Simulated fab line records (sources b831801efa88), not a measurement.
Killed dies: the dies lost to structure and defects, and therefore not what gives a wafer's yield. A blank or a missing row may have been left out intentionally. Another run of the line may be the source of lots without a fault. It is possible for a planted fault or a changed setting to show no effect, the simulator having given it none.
Chamber matching + flow sky130 + SKY_PASSIVATION_ETCH_11 on rie_diel-04: 4 sister chambers
The step etches the open film in CF4/O2, stops on AlCu, target depth 725 nm, time 161.1 s. 4 wafers are shown with their chamber, then 10 later ones without.

WAFERS, EACH WITH ITS CHAMBER
| wafer  | chamber | drypump_motor_current_A (A) |
|--------|---------|-----------------------------|
| L087.3 | 2       | 6.1                         |
| L088.3 | 3       | 5.9                         |
| L090.2 | 1       | 6.4                         |
| L090.3 | 0       | 6.0                         |

WAFERS WHOSE CHAMBER IS MISSING
| wafer  | drypump_motor_current_A (A) |
|--------|-----------------------------|
| L090.4 | 5.9                         |
| L091.1 | 5.9                         |
| L091.5 | 5.9                         |
| L091.6 | 6.0                         |
| L093.4 | 6.0                         |
| L093.5 | 6.0                         |
| L093.6 | 5.9                         |
| L096.1 | 6.3                         |
| L096.2 | 6.1                         |
| L096.3 | 6.0                         |

THE CHAMBER EACH PASSED THROUGH
| wafer  | from the rows above | in truth |
|--------|---------------------|----------|
| L090.4 | 3                   | 3        |
| L091.1 | 3                   | 3        |
| L091.5 | 3                   | 3        |
| L091.6 | 0                   | 0        |
| L093.4 | 0                   | 0        |
| L093.5 | 0                   | 0        |
| L093.6 | 3                   | 3        |
| L096.1 | 1                   | 1        |
| L096.2 | 2                   | 2        |
| L096.3 | 0                   | 0        |
10 of 10 placed correctly. Left unplaced by these rows: 0. Wrongly placed: 0.
How it was worked out, from the rows above alone: a wafer's distance from a chamber is the root of the sum, over the readings, of the square of ((its reading less the chamber's mean) divided by the reading's scatter). The wafer belongs to the nearest chamber; if the next one is less than 2 further off, it can't be placed. For every chamber, the mean is computed from those of its wafers that are shown. The scatter: root of mean squared gap, hidden wafer to nearest shown wafer, with one shown wafer a chamber.
